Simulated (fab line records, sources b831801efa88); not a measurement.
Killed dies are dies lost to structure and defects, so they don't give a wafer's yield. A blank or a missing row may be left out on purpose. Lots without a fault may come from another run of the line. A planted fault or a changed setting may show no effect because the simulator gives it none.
fab line records | flow sky130
record lots=24 wafers=72 last_day=50
route steps=708 shown VT_ADJUST_LVTN@115 METAL3@569 VIA3@586 METAL4@631 VIA4@642
lots that met no fault: from a run of the same line without faults
start_h: hours from the record's first day to the start of the lot's first wafer shown | wait_h: hours since the lot's step before | " the same as in the row above | L1.1+2: a row that stands for several wafers | - no value, or no start given | * or withheld: withheld | < > ~ a bound
route shown NAME@n: a module of which the file shows steps, and the number in the route of the first | usual: mean/standard deviation of fault-free wafers | same: alike in all rows | chamber/n: place in a boat | sites: the reading at each site | _std_site: their standard deviation | _edge_site: outer sites' mean less inner sites' | radius_mm: how far each site lies from the wafer's centre | mask NAME#n: copy n | behind: the tool/chamber that last shaped the wafer | hold: why the lot was held/for how many hours/how that ended | device: the transistor (n, p or np) that didn't switch | end of line: the same wafers' tests at the end of the route | a step without rows: its recipe alone | killed: dies lost to structure and defects at the first sort, not the wafer's yield | map: a wafer's dies, x killed, . not, _ none there
set.NAME: the setting as run; set.NAME@STEP: as run at that earlier step | model.NAME: the simulator's own value behind a step, which no gauge read
steps of the route over a sample of lots; a table a step, a row a wafer
services: from which hour (start_h, from the record's first day; less than 0 if before it) a tool's chamber was out of use, for how many hours, and why
## steps
# step SKY_VT_ADJUST_LVTN_OVL_MEAS_18
# usual VT_ADJUST_LVTN_01_OVL=-0.5/1.6
# columns lot.wafer tool chamber start_h wait_h VT_ADJUST_LVTN_01_OVL[nm]
L074.1 overlay-01 - 158.08 0.1 0.8
L074.3 " - " " 1.3
L074.4 " - " " 2.0
L075.1 overlay-01 - 168.58 0.1 -0.9
L075.2 " - " " -0.5
L075.5 " - " " -1.7
L076.2 overlay-02 - 174.78 0.1 1.2
L076.3 " - " " 0.8
L076.4 " - " " 2.9
L077.1 overlay-01 - 181.62 0.1 1.3
L077.3 " - " " 0.2
L077.5 " - " " 1.2
L078.4 overlay-01 - 188.60 0.1 -0.3
L078.5 " - " " -1.0
L078.6 " - " " -0.7
L079.1 overlay-02 - 198.57 0.1 -0.4
L079.4 " - " " -0.7
L079.5 " - " " -0.3
L080.3 overlay-02 - 200.16 0.1 -3.0
L080.4 " - " " -0.5
L080.5 " - " " -2.1
L081.1 overlay-02 - 207.07 0.1 1.1
L081.2 " - " " 0.2
L081.5 " - " " -1.5
L082.1 overlay-02 - 215.12 0.1 1.0
L082.2 " - " " 0.8
L082.6 " - " " 1.8
L083.3 overlay-02 - 223.98 0.1 -1.2
L083.5 " - " " -0.1
L083.6 " - " " -0.9
L084.1 overlay-02 - 227.85 0.1 -2.6
L084.2 " - " " -4.4
L084.6 " - " " -1.9
L085.1 overlay-02 - 233.95 0.1 0.3
L085.4 " - " " 1.2
L085.5 " - " " 2.2
L086.3 overlay-01 - 240.08 0.1 -0.6
L086.4 " - " " -4.1
L086.5 " - " " -1.1
L087.1 overlay-02 - 247.03 0.1 1.1
L087.2 " - " " 1.0
L087.3 " - " " 2.6
L088.1 overlay-02 - 252.50 0.1 -1.5
L088.2 " - " " 0.1
L088.5 " - " " -0.3
L089.1 overlay-02 - 261.40 0.1 -0.7
L089.3 " - " " -2.7
L089.6 " - " " -3.8
L090.1 overlay-02 - 273.52 0.1 1.5
L090.3 " - " " 1.6
L090.6 " - " " 2.3
L091.1 overlay-01 - 286.45 0.1 -1.8
L091.2 " - " " -2.4
L091.4 " - " " -1.8
L092.2 overlay-01 - 287.58 0.1 0.2
L092.3 " - " " -0.4
L092.4 " - " " -2.0
L093.2 overlay-02 - 288.96 0.1 -2.9
L093.4 " - " " -2.2
L093.5 " - " " -1.6
L094.4 overlay-01 - 295.62 0.1 -0.8
L094.5 " - " " -2.4
L094.6 " - " " -2.3
L095.1 overlay-02 - 302.80 0.1 -0.6
L095.5 " - " " -1.3
L095.6 " - " " -0.2
L096.1 overlay-02 - 310.65 0.1 -0.8
L096.2 " - " " 1.0
L096.4 " - " " -1.5
L097.3 overlay-01 - 316.14 0.1 0.0
L097.4 " - " " 1.7
L097.5 " - " " 0.4
# step SKY_METAL3_STRIP_19
# recipe chemistry=O2/N2 power_w=1400 pressure_mtorr=1500 platen_temp_c=withheld o2_flow_sccm=3000 n2_flow_sccm=300 overash_fraction=0.5
# usual drypump_motor_current_A=6.0/0.39 oes_product_au=0.505/0.0054 strip_time_to_endpoint_s=6.59/0.061
# same overash_fraction=0.5
# columns lot.wafer tool chamber start_h wait_h drypump_motor_current_A oes_product_au rf_hours_counter_h strip_time_to_endpoint_s
L074.1 plasma_asher-04 0 905.84 0.3 5.9 0.501 48 6.52
L074.3 " 0 " " 5.9 0.501 - 6.54
L074.4 " 1 " " 6.3 0.507 - 6.60
L075.1 plasma_asher-04 0 910.21 0.1 5.9 0.507 48 6.65
L075.2 " 1 " " 6.3 0.502 48 6.54
L075.5 " 1 " " 6.3 0.507 - 6.54
L076.2 plasma_asher-04 1 911.21 0.2 6.3 0.517 49 6.76
L076.3 " 0 " " 5.9 0.517 - 6.74
L076.4 " 1 " " 6.3 0.508 - 6.70
L077.1 plasma_asher-03 1 927.21 0.1 6.1 0.504 106 6.63
L077.3 " 0 " " 6.4 0.505 - 6.67
L077.5 " 0 " " 6.5 0.513 - 6.61
L078.4 plasma_asher-01 1 933.45 0.2 6.1 0.504 - 6.52
L078.5 " 0 " " 5.1 0.508 - 6.55
L078.6 " 1 " " 6.1 0.501 - 6.53
L079.1 plasma_asher-03 0 943.45 0.1 6.4 0.509 108 6.60
L079.4 " 0 " " 6.4 0.512 - 6.66
L079.5 " 1 " " 6.1 0.514 - 6.63
L080.3 plasma_asher-03 1 945.17 0.1 6.1 0.501 - 6.64
L080.4 " 0 " " 6.5 0.497 - 6.52
L080.5 " 1 " " 6.1 0.508 - 6.69
L081.1 plasma_asher-01 1 950.01 0.2 6.0 0.506 21 6.62
L081.2 " 0 " " 5.1 0.500 21 6.46
L081.5 " 0 " " 5.1 0.506 - 6.63
L082.1 plasma_asher-03 1 959.96 0.1 6.1 0.494 109 6.59
L082.2 " 0 " " 6.5 0.506 109 6.63
L082.6 " 1 " " 6.1 0.502 - 6.65
L083.3 plasma_asher-03 1 967.71 0.1 6.1 0.501 - 6.53
L083.5 " 1 " " 6.1 0.510 - 6.51
L083.6 " 0 " " 6.5 0.510 - 6.51
L085.1 plasma_asher-03 0 972.10 0.1 6.5 0.507 110 6.58
L085.4 " 0 " " 6.5 0.509 - 6.61
L085.5 " 1 " " 6.1 0.505 - 6.59
L084.1 plasma_asher-03 0 976.13 0.1 6.5 0.495 111 6.57
L084.2 " 1 " " 6.1 0.505 111 6.57
L084.6 " 0 " " 6.5 0.503 - 6.55
L086.3 plasma_asher-04 1 981.58 0.1 6.3 0.505 - 6.59
L086.4 " 0 " " 5.9 0.499 - 6.54
L086.5 " 1 " " 6.3 0.502 - 6.59
L087.1 plasma_asher-04 1 991.73 0.1 6.3 0.506 56 6.63
L087.2 " 0 " " 5.9 0.504 56 6.59
L087.3 " 0 " " 5.9 0.506 - 6.61
L088.1 plasma_asher-01 1 992.08 0.1 6.1 0.502 25 6.64
L088.2 " 0 " " 5.1 0.500 25 6.56
L088.5 " 0 " " 5.1 0.494 - 6.48
L089.1 plasma_asher-04 0 1003.01 0.1 5.9 0.504 57 6.55
L089.3 " 0 " " 5.9 0.499 - 6.51
L089.6 " 1 " " 6.3 0.502 - 6.55
L090.1 plasma_asher-04 0 1015.86 0.3 5.9 0.502 58 6.61
L090.3 " 1 " " 6.3 0.511 - 6.60
L090.6 " 1 " " 6.3 0.510 - 6.62
L091.1 plasma_asher-04 0 1028.57 0.2 5.9 0.508 60 6.64
L091.2 " 1 " " 6.3 0.510 60 6.59
L091.4 " 0 " " 5.9 0.512 - 6.62
L093.2 plasma_asher-04 0 1031.30 0.2 5.9 0.512 60 6.53
L093.4 " 0 " " 5.9 0.502 - 6.60
L093.5 " 1 " " 6.3 0.504 - 6.49
L092.2 plasma_asher-01 0 1031.56 0.2 5.1 0.505 29 6.57
L092.3 " 0 " " 5.1 0.514 - 6.58
L092.4 " 1 " " 6.1 0.505 - 6.59
L094.4 plasma_asher-03 1 1034.88 0.1 6.1 0.502 - 6.54
L094.5 " 1 " " 6.1 0.494 - 6.50
L094.6 " 0 " " 6.5 0.505 - 6.62
L095.1 plasma_asher-01 1 1043.83 0.3 6.1 0.501 30 6.55
L095.5 " 0 " " 5.1 0.505 - 6.54
L095.6 " 1 " " 6.1 0.499 - 6.52
L096.1 plasma_asher-03 0 1052.91 0.1 6.5 0.506 118 6.58
L096.2 " 1 " " 6.1 0.513 118 6.70
L096.4 " 1 " " 6.1 0.512 - 6.71
L097.3 plasma_asher-01 0 1056.91 0.1 5.1 0.505 - 6.58
L097.4 " 1 " " 6.0 0.505 - 6.56
L097.5 " 1 " " 6.1 0.513 - 6.63
# step SKY_VIA3_OVL_MEAS_13
# usual VIA3_OVL=2/5.7
# columns lot.wafer tool chamber start_h wait_h VIA3_OVL[nm]
L074.1 overlay-01 - 932.82 0.1 -2
L074.3 " - " " 3
L074.4 " - " " 3
L075.1 overlay-02 - 935.94 0.1 -1
L075.2 " - " " -2
L075.5 " - " " 7
L076.2 overlay-02 - 939.92 0.1 -10
L076.3 " - " " -10
L076.4 " - " " -11
L077.1 overlay-01 - 953.19 0.1 0
L077.3 " - " " 5
L077.5 " - " " 12
L078.4 overlay-01 - 958.99 0.1 -2
L078.5 " - " " 12
L078.6 " - " " 9
L079.1 overlay-01 - 969.82 0.1 4
L079.4 " - " " 2
L079.5 " - " " 12
L080.3 overlay-01 - 970.98 0.1 14
L080.4 " - " " 1
L080.5 " - " " 13
L081.1 overlay-01 - 975.67 0.1 -3
L081.2 " - " " 4
L081.5 " - " " 2
L082.1 overlay-02 - 985.09 0.1 2
L082.2 " - " " 2
L082.6 " - " " -1
L083.3 overlay-02 - 992.48 0.1 -6
L083.5 " - " " -1
L083.6 " - " " 9
L085.1 overlay-01 - 996.82 0.1 -2
L085.4 " - " " -11
L085.5 " - " " -1
L084.1 overlay-02 - 1000.87 0.1 8
L084.2 " - " " 4
L084.6 " - " " 6
L086.3 overlay-02 - 1006.28 0.1 0
L086.4 " - " " 2
L086.5 " - " " 4
L087.1 overlay-01 - 1015.47 0.1 -5
L087.2 " - " " -5
L087.3 " - " " -4
L088.1 overlay-01 - 1015.82 0.1 -6
L088.2 " - " " -8
L088.5 " - " " -11
L089.1 overlay-01 - 1026.49 0.1 -4
L089.3 " - " " -2
L089.6 " - " " 1
L090.1 overlay-02 - 1039.04 0.1 -2
L090.3 " - " " 8
L090.6 " - " " 1
L091.1 overlay-01 - 1052.82 0.1 2
L091.2 " - " " -4
L091.4 " - " " 5
L093.2 overlay-02 - 1054.09 0.1 3
L093.4 " - " " -1
L093.5 " - " " 5
L092.2 overlay-01 - 1054.67 0.1 4
L092.3 " - " " -1
L092.4 " - " " 4
L094.4 overlay-02 - 1058.56 0.1 10
L094.5 " - " " 14
L094.6 " - " " 13
L095.1 overlay-01 - 1067.07 0.1 4
L095.5 " - " " 5
L095.6 " - " " 3
L096.1 overlay-01 - 1075.47 0.1 2
L096.2 " - " " 1
L096.4 " - " " -4
L097.3 overlay-02 - 1078.98 0.1 3
L097.4 " - " " 2
L097.5 " - " " 6
# step SKY_VIA3_CMP_24
# recipe stop_on=SiO2 t_overpolish_s=20 down_force_psi=3.5 platen_rpm=60 target_thk_nm=0 pad_velocity_m_s=0.94248
# usual motor_current_A=11.1/1.3 overpolish_run_s=20.001/0.0094 time_to_endpoint_s=94/3.9
# columns lot.wafer tool chamber start_h wait_h motor_current_A overpolish_run_s time_to_endpoint_s
L074.4 cmp-02 3 933.96 0.0 10.4 20.001 95
L074.1 " 0 " " 12.6 20.000 98
L074.3 " 2 " " 9.6 19.986 96
L075.2 cmp-01 3 937.09 0.1 12.5 19.988 89
L075.1 " 0 " " 10.9 20.008 92
L075.5 " 2 " " 11.2 19.991 95
L076.4 cmp-02 1 941.01 0.0 11.8 20.000 94
L076.2 " 3 " " 10.6 19.987 93
L076.3 " 0 " " 12.8 20.003 100
L077.3 cmp-02 2 954.54 0.2 9.8 20.001 99
L077.1 " 0 " " 12.6 19.983 95
L077.5 " 2 " " 10.1 19.998 97
L078.4 cmp-02 3 960.16 0.1 10.4 19.989 94
L078.5 " 1 " " 11.8 20.009 96
L078.6 " 2 " " 10.6 20.013 97
L079.1 cmp-02 0 970.92 0.1 12.6 19.998 98
L079.4 " 3 " " 10.4 19.991 100
L079.5 " 1 " " 12.0 20.006 101
L080.4 cmp-01 2 972.07 0.0 11.1 19.998 91
L080.3 " 3 " " 12.9 20.012 89
L080.5 " 2 " " 11.5 20.006 85
L081.1 cmp-02 3 976.76 0.1 10.5 19.999 96
L081.2 " 2 " " 10.0 20.013 98
L081.5 " 3 " " 10.6 19.989 99
L082.1 cmp-02 2 986.19 0.1 9.9 20.019 94
L082.2 " 3 " " 10.8 20.009 96
L082.6 " 3 " " 11.0 19.998 95
L083.3 cmp-02 3 993.71 0.2 9.9 19.988 91
L083.6 " 0 " " 12.4 19.981 89
L083.5 " 1 " " 11.8 19.976 96
L085.4 cmp-01 0 997.95 0.0 10.6 19.996 91
L085.1 " 3 " " 13.9 19.981 93
L085.5 " 1 " " 9.0 20.002 93
L084.1 cmp-01 2 1002.05 0.1 10.7 19.994 89
L084.2 " 0 " " 11.4 20.018 90
L084.6 " 1 " " 9.3 20.007 86
L086.4 cmp-01 2 1007.40 0.0 10.9 20.012 99
L086.3 " 3 " " 13.1 19.989 99
L086.5 " 3 " " 12.5 20.004 96
L087.3 cmp-02 3 1016.57 0.0 10.0 19.985 93
L087.2 " 0 " " 12.3 19.996 94
L087.1 " 2 " " 10.3 19.997 86
L088.2 cmp-01 0 1017.03 0.1 10.6 20.010 92
L088.1 " 2 " " 11.4 19.995 94
L088.5 " 0 " " 11.0 20.006 95
L089.1 cmp-01 2 1028.05 0.4 10.9 20.022 96
L089.3 " 3 " " 12.5 20.015 97
L089.6 " 2 " " 11.2 20.009 102
L090.1 cmp-01 3 1040.23 0.1 13.0 20.014 100
L090.3 " 1 " " 9.0 20.014 91
L090.6 " 3 " " 13.2 20.019 99
L091.1 cmp-01 0 1053.91 0.1 10.6 19.991 91
L091.2 " 1 " " 8.7 19.984 88
L091.4 " 3 " " 13.1 20.006 94
L093.4 cmp-02 0 1055.20 0.0 12.9 20.006 90
L093.2 " 1 " " 11.8 19.992 93
L093.5 " 1 " " 11.5 20.000 93
L092.3 cmp-01 2 1055.82 0.1 11.6 20.013 95
L092.2 " 3 " " 13.4 20.002 90
L092.4 " 0 " " 10.1 20.001 99
L094.4 cmp-01 2 1059.70 0.1 10.8 19.996 99
L094.5 " 1 " " 9.3 20.017 94
L094.6 " 2 " " 11.4 20.009 95
L095.1 cmp-01 2 1068.16 0.1 10.8 19.999 100
L095.5 " 2 " " 11.1 20.010 101
L095.6 " 3 " " 12.0 20.013 95
L096.2 cmp-01 2 1076.62 0.0 10.9 19.998 94
L096.4 " 3 " " 12.8 19.993 93
L096.1 " 1 " " 9.1 19.994 91
L097.4 cmp-01 1 1080.06 0.0 9.3 19.992 92
L097.3 " 0 " " 10.9 19.998 100
L097.5 " 1 " " 8.7 20.004 92
# step SKY_METAL4_DESCUM_15
# recipe chemistry=O2 source_power_w=150 bias_power_w=0 pressure_mtorr=10 temp_c=40 time_s=8
# usual drypump_motor_current_A=5.4/0.35 oes_product_au=0.996/0.0085 temp_c=40.00/0.11
# columns lot.wafer tool chamber start_h wait_h drypump_motor_current_A oes_product_au rf_hours_counter_h temp_c
L074.1 rie_metal-03 1 983.04 0.0 5.7 0.997 12 39.97
L074.3 " 1 " " 5.7 0.999 - 39.88
L074.4 " 0 " " 5.6 0.995 - 39.96
L075.1 rie_metal-04 1 985.95 0.0 5.7 0.991 3 39.84
L075.2 " 0 " " 4.9 0.981 4 39.90
L075.5 " 0 " " 4.8 0.982 - 40.05
L076.2 rie_metal-04 1 988.74 0.0 5.7 0.984 3 40.07
L076.3 " 0 " " 4.9 0.985 - 39.92
L076.4 " 1 " " 5.7 0.973 - 40.06
L077.1 rie_metal-02 1 1002.56 0.0 5.5 1.001 3 40.08
L077.3 " 0 " " 5.1 0.992 - 39.95
L077.5 " 0 " " 5.1 1.008 - 40.00
L078.4 rie_metal-02 0 1007.81 0.0 5.1 0.996 - 40.07
L078.5 " 0 " " 5.1 0.998 - 40.18
L078.6 " 1 " " 5.5 1.018 - 40.07
L079.1 rie_metal-02 0 1018.80 0.0 5.1 0.988 18 40.01
L079.4 " 1 " " 5.5 1.009 - 39.91
L079.5 " 0 " " 5.1 0.996 - 40.11
L080.3 rie_metal-03 1 1019.16 0.0 5.7 0.978 - 39.95
L080.4 " 0 " " 5.6 0.983 - 39.99
L080.5 " 1 " " 5.7 0.988 - 40.23
L081.1 rie_metal-04 1 1023.65 0.0 5.7 0.998 5 40.21
L081.2 " 0 " " 4.8 0.992 6 39.91
L081.5 " 0 " " 4.9 0.996 - 39.96
L082.1 rie_metal-02 0 1032.51 0.0 5.1 1.000 19 39.93
L082.2 " 1 " " 5.4 1.007 5 39.75
L082.6 " 1 " " 5.4 1.001 - 39.91
L083.3 rie_metal-04 1 1041.25 0.0 5.7 0.999 - 40.12
L083.5 " 1 " " 5.7 0.987 - 40.07
L083.6 " 0 " " 4.8 0.991 - 40.11
L085.1 rie_metal-04 0 1044.59 0.0 4.9 0.996 8 40.06
L085.4 " 1 " " 5.7 1.005 - 39.98
L085.5 " 1 " " 5.7 0.996 - 40.07
L084.1 rie_metal-04 0 1051.86 0.0 4.8 0.993 8 39.95
L084.2 " 1 " " 5.7 1.003 7 40.16
L084.6 " 1 " " 5.7 0.991 - 39.99
L086.3 rie_metal-02 0 1053.57 0.0 5.1 0.995 - 40.11
L086.4 " 1 " " 5.4 0.995 - 39.98
L086.5 " 0 " " 5.1 1.002 - 39.94
L087.1 rie_metal-04 1 1061.19 0.0 5.7 0.991 8 39.86
L087.2 " 0 " " 4.9 0.989 9 39.97
L087.3 " 0 " " 4.8 0.984 - 40.09
L088.1 rie_metal-03 0 1061.80 0.0 5.6 0.998 16 39.97
L088.2 " 1 " " 5.7 0.988 17 39.94
L088.5 " 1 " " 5.7 0.992 - 39.87
L089.1 rie_metal-02 1 1072.04 0.0 5.4 1.005 7 39.66
L089.3 " 1 " " 5.4 1.016 - 39.69
L089.6 " 0 " " 5.1 0.998 - 40.04
L090.1 rie_metal-04 1 1083.73 0.0 5.7 1.000 10 40.02
L090.3 " 1 " " 5.7 0.998 - 40.14
L090.6 " 1 " " 5.7 0.991 - 39.97
L091.1 rie_metal-04 0 1096.01 0.0 4.8 0.999 12 40.07
L091.2 " 1 " " 5.7 0.989 10 40.09
L091.4 " 1 " " 5.7 0.991 - 39.91
L093.2 rie_metal-02 0 1098.91 0.0 5.1 0.999 23 40.03
L093.4 " 1 " " 5.5 1.005 - 40.13
L093.5 " 1 " " 5.5 1.013 - 39.96
L092.2 rie_metal-04 1 1099.84 0.0 5.7 0.987 11 40.09
L092.3 " 1 " " 5.7 1.008 - 40.00
L092.4 " 0 " " 4.9 0.997 - 40.15
L094.4 rie_metal-03 0 1103.62 0.0 5.6 0.996 - 40.02
L094.5 " 1 " " 5.8 0.995 - 40.05
L094.6 " 0 " " 5.6 0.996 - 39.87
L095.1 rie_metal-03 1 1110.99 0.0 5.7 1.002 20 40.18
L095.5 " 1 " " 5.7 0.992 - 40.08
L095.6 " 0 " " 5.6 0.990 - 40.17
L096.1 rie_metal-04 1 1118.06 0.0 5.7 0.995 12 39.90
L096.2 " 0 " " 4.9 0.996 13 40.08
L096.4 " 0 " " 4.9 1.005 - 39.90
L097.3 rie_metal-02 0 1121.67 0.0 5.1 0.996 - 40.00
L097.4 " 1 " " 5.4 1.017 - 39.91
L097.5 " 0 " " 5.1 1.001 - 40.03
# step SKY_VIA4_BOW_MEAS_03
# recipe mode=bow
# usual VIA4_BOW=81/8.2
# columns lot.wafer tool chamber start_h wait_h VIA4_BOW[um]
L074.1 film_metro-03 - 984.50 0.1 92
L074.3 " - " " 85
L074.4 " - " " 79
L075.1 film_metro-04 - 987.41 0.2 101
L075.2 " - " " 94
L075.5 " - " " 90
L076.2 film_metro-04 - 990.21 0.3 82
L076.3 " - " " 87
L076.4 " - " " 77
L077.1 film_metro-04 - 1004.06 0.2 75
L077.3 " - " " 78
L077.5 " - " " 71
L078.4 film_metro-01 - 1009.32 0.3 80
L078.5 " - " " 73
L078.6 " - " " 74
L079.1 film_metro-01 - 1020.33 0.1 75
L079.4 " - " " 91
L079.5 " - " " 67
L080.3 film_metro-04 - 1020.72 0.2 89
L080.4 " - " " 79
L080.5 " - " " 64
L081.1 film_metro-01 - 1025.16 0.1 85
L081.2 " - " " 70
L081.5 " - " " 63
L082.1 film_metro-03 - 1034.06 0.1 74
L082.2 " - " " 80
L082.6 " - " " 69
L083.3 film_metro-04 - 1042.83 0.2 85
L083.5 " - " " 65
L083.6 " - " " 72
L085.1 film_metro-01 - 1046.09 0.2 66
L085.4 " - " " 78
L085.5 " - " " 79
L084.1 film_metro-01 - 1053.32 0.2 73
L084.2 " - " " 87
L084.6 " - " " 93
L086.3 film_metro-01 - 1055.24 0.1 88
L086.4 " - " " 87
L086.5 " - " " 90
L087.1 film_metro-01 - 1062.64 0.2 73
L087.2 " - " " 71
L087.3 " - " " 67
L088.1 film_metro-03 - 1063.26 0.2 80
L088.2 " - " " 81
L088.5 " - " " 84
L089.1 film_metro-03 - 1073.49 0.1 89
L089.3 " - " " 75
L089.6 " - " " 73
L090.1 film_metro-03 - 1086.77 0.1 81
L090.3 " - " " 89
L090.6 " - " " 85
L091.1 film_metro-04 - 1097.61 0.2 87
L091.2 " - " " 73
L091.4 " - " " 80
L093.2 film_metro-01 - 1100.45 0.3 85
L093.4 " - " " 82
L093.5 " - " " 87
L092.2 film_metro-04 - 1101.38 0.1 83
L092.3 " - " " 74
L092.4 " - " " 71
L094.4 film_metro-03 - 1105.12 0.2 92
L094.5 " - " " 74
L094.6 " - " " 86
L095.1 film_metro-01 - 1112.44 0.2 91
L095.5 " - " " 84
L095.6 " - " " 89
L096.1 film_metro-03 - 1119.51 0.1 80
L096.2 " - " " 77
L096.4 " - " " 73
L097.3 film_metro-03 - 1123.19 0.2 87
L097.4 " - " " 79
L097.5 " - " " 88
## services
# columns tool chamber start_h hours kind
rie_metal-04 1 884.37 10.0 repair
rie_metal-04 0 894.37 - clean
rie_metal-04 0 894.37 20.2 scheduled_down
rie_metal-04 0 894.37 20.2 vent_cycle
cmp-02 - 894.61 0.9 repair
cmp-01 - 906.57 0.6 repair
cmp-01 - 911.36 4.8 pm
cmp-02 - 912.02 4.0 pm
rie_metal-04 1 914.76 - clean
rie_metal-04 1 914.76 20.4 scheduled_down
rie_metal-04 1 914.76 20.4 vent_cycle
cmp-02 - 916.02 - consumable_replace:conditioner
plasma_asher-04 - 972.28 5.6 repair
cmp-01 - 974.77 0.5 repair
cmp-01 - 988.25 3.8 pm
cmp-01 - 995.50 2.0 repair
cmp-02 - 1005.06 2.9 pm
rie_metal-03 0 1016.32 1.0 repair
plasma_asher-03 - 1055.25 9.0 pm
rie_metal-02 - 1082.85 0.2 repair
plasma_asher-04 - 1083.57 0.4 repair
cmp-01 - 1084.16 4.0 pm
cmp-01 - 1088.16 - consumable_replace:conditioner
cmp-01 - 1088.16 - consumable_replace:pad
## key
fault none
